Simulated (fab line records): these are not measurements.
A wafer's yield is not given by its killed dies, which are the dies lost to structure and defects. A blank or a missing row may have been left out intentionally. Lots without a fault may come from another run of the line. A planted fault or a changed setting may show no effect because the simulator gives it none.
What tool caused it? ; flow sky130 ; 15 lots, 45 wafers sampled, at 4 steps of a route of 708

WHAT EACH GAUGE READ, for each wafer
SKY_SD_P_CD_MEAS_07: target cd 380 nm. Usual: cd nm 379.1 nm, standard deviation 2.6.
lot;measured;on;cd nm (nm);flag
L877;day 24 22:46;cd sem-01;378.5 379.6 380.9;
L879;day 26 04:35;cd sem-01;378.3 376.3 376.3;
L878;day 26 12:54;cd sem-01;381.4 382.2 384.2;
L881;day 26 17:17;cd sem-01;377.0 376.5 375.3;
L880;day 26 21:05;cd sem-01;379.5 380.4 380.2;
L882;day 27 11:01;cd sem-02;376.8 378.0 376.2;
L884;day 27 20:07;cd sem-01;377.8 379.1 378.1;
L887;day 29 09:05;cd sem-02;380.9 381.1 381.3;
L892;day 31 12:53;cd sem-02;378.6 378.1 380.5;
L894;day 31 20:18;cd sem-02;381.7 380.7 379.4;
L896;day 32 01:44;cd sem-02;376.6 378.1 379.4;
L897;day 32 03:50;cd sem-02;378.9 376.6 375.9;
L899;day 32 18:23;cd sem-01;378.3 376.6 377.6;
L898;day 32 21:14;cd sem-01;382.0 380.7 380.5;
L900;day 33 11:55;cd sem-01;377.0 375.6 375.8;

SKY_SD_N_RS_MEAS_17: uses a four-point probe to measure. Usual: SD_P_RS gives 147.1 ohm/sq (standard deviation 0.34).
lot;measured;on;SD_P_RS (ohm/sq);flag
L877;day 27 09:22;film metro-04;147.1 146.9 147.1;
L879;day 28 14:47;film metro-03;147.5 147.2 147.0;
L878;day 28 21:44;film metro-02;147.1 147.4 147.3;
L881;day 29 03:54;film metro-04;147.0 146.6 147.0;
L880;day 29 07:40;film metro-02;147.5 146.7 147.0;
L882;day 29 21:03;film metro-04;147.1 147.4 147.0;
L884;day 30 06:31;film metro-02;146.7 146.7 147.4;
L887;day 31 18:24;film metro-03;146.7 146.9 147.2;
L892;day 33 19:30;film metro-03;147.6 147.6 147.8;
L894;day 34 02:01;film metro-03;147.5 147.3 147.6;
L896;day 34 07:21;film metro-03;146.9 147.2 147.0;
L897;day 34 09:06;film metro-02;146.9 146.7 147.7;
L899;day 34 21:52;film metro-02;147.3 147.5 147.3;
L898;day 34 23:18;film metro-04;147.0 147.2 146.7;
L900;day 35 13:13;film metro-03;147.4 147.2 147.0;

TOOL THAT RAN EACH LOT (tool first, then ch and the chambers of the sampled wafers, then the start)
lot;SKY_SD_P_STRIP_10;SKY_RES_XHIGH_PEB_05
L877;plasma asher-01 ch 0,1, day 24 23:03;litho track-04 ch 0, day 26 03:43
L879;plasma asher-03 ch 0, day 26 04:53;litho track-04 ch 0, day 27 08:50
L878;plasma asher-01 ch 0,1, day 26 13:11;litho track-04 ch 0, day 27 16:23
L881;plasma asher-04 ch 0,1, day 26 17:36;litho track-04 ch 0, day 27 21:41
L880;plasma asher-04 ch 0,1, day 26 21:23;litho track-03 ch 0, day 28 01:44
L882;plasma asher-03 ch 0,1, day 27 11:18;litho track-01 ch 0, day 28 15:37
L884;plasma asher-03 ch 0,1, day 27 20:24;litho track-04 ch 0, day 29 00:04
L887;plasma asher-03 ch 0, day 29 09:24;litho track-03 ch 0, day 30 13:56
L892;plasma asher-03 ch 0,1, day 31 13:12;litho track-04, day 32 16:11
L894;plasma asher-01 ch 0,1, day 31 20:34;litho track-03, day 32 23:25
L896;plasma asher-03 ch 0,1, day 32 02:03;litho track-03, day 33 04:23
L897;plasma asher-04 ch 0,1, day 32 04:07;litho track-04 ch 0, day 33 06:35
L899;plasma asher-03 ch 0,1, day 32 18:42;litho track-01 ch 0, day 33 20:14
L898;plasma asher-01 ch 0,1, day 32 21:33;litho track-03 ch 0, day 33 22:08
L900;plasma asher-04 ch 0,1, day 33 12:12;litho track-03 ch 0, day 34 12:37
- SKY_SD_P_STRIP_10: strips in O2/N2.
- SKY_RES_XHIGH_PEB_05

AS READ BY THE TOOLS THEMSELVES (means over the sampled wafers that have a number; for cases with no such wafer, the mark the record gives instead)
SKY_SD_P_STRIP_10. Usual: drypump motor current A 5.7 A, standard deviation 0.32; oes product au 0.618 a.u., standard deviation 0.0043; strip time to endpoint s 17.50 s, standard deviation 0.045.
lot;tool;drypump motor current A (A);oes product au (a.u.);strip time to endpoint s (s);flag
L877;plasma asher-01;5.6;0.615;17.51;
L879;plasma asher-03;5.9;0.617;17.45;
L878;plasma asher-01;5.7;0.614;17.55;
L881;plasma asher-04;5.6;0.617;17.49;
L880;plasma asher-04;5.6;0.616;17.46;
L882;plasma asher-03;5.8;0.619;17.58;
L884;plasma asher-03;5.8;0.618;17.52;
L887;plasma asher-03;5.9;0.620;17.46;
L892;plasma asher-03;5.9;0.618;17.54;
L894;plasma asher-01;5.6;0.617;17.42;
L896;plasma asher-03;5.8;0.619;17.43;
L897;plasma asher-04;5.9;0.621;17.50;
L899;plasma asher-03;5.8;0.624;17.50;
L898;plasma asher-01;5.7;0.619;17.50;
L900;plasma asher-04;5.6;0.610;17.43;

SKY_RES_XHIGH_PEB_05. Usual: exhaust pa 44.8 Pa, standard deviation 0.91.
lot;tool;exhaust pa (Pa);flag
L877;litho track-04;44.7;
L879;litho track-04;43.1;
L878;litho track-04;44.9;
L881;litho track-04;44.7;
L880;litho track-03;45.4;
L882;litho track-01;44.9;
L884;litho track-04;45.1;
L887;litho track-03;44.3;
L892;litho track-04;-;OFF
L894;litho track-03;-;OFF
L896;litho track-03;-;OFF
L897;litho track-04;44.4;
L899;litho track-01;45.0;
L898;litho track-03;45.4;
L900;litho track-03;44.6;

THE ANSWER, worked out from the rows above alone
Rule: take the mean of a lot's wafers that have a number; if it is more than 3 standard deviations from the usual mean, the lot is off. Also off: a lot with no number at a reading for which 4 or more lots have one. Any other lot the step has rows for is counted as sound. Order of review: gauges by route order, followed by the tools' own readings, for which a lot's mean as printed above is used. The first step at which some lot is off is used, and at that step the reading that is off furthest; a lot without a number counts as furthest.
Off: L892, L894, L896, at SKY_RES_XHIGH_PEB_05 (exhaust pa). Without a number there: L892, L894, L896.
A tool fits if, at that step or a process step before it, it ran every lot that is off, and no sound lot after the first of them. Not one of the candidates tried fits.

WHAT THE SIMULATOR HAD INSERTED
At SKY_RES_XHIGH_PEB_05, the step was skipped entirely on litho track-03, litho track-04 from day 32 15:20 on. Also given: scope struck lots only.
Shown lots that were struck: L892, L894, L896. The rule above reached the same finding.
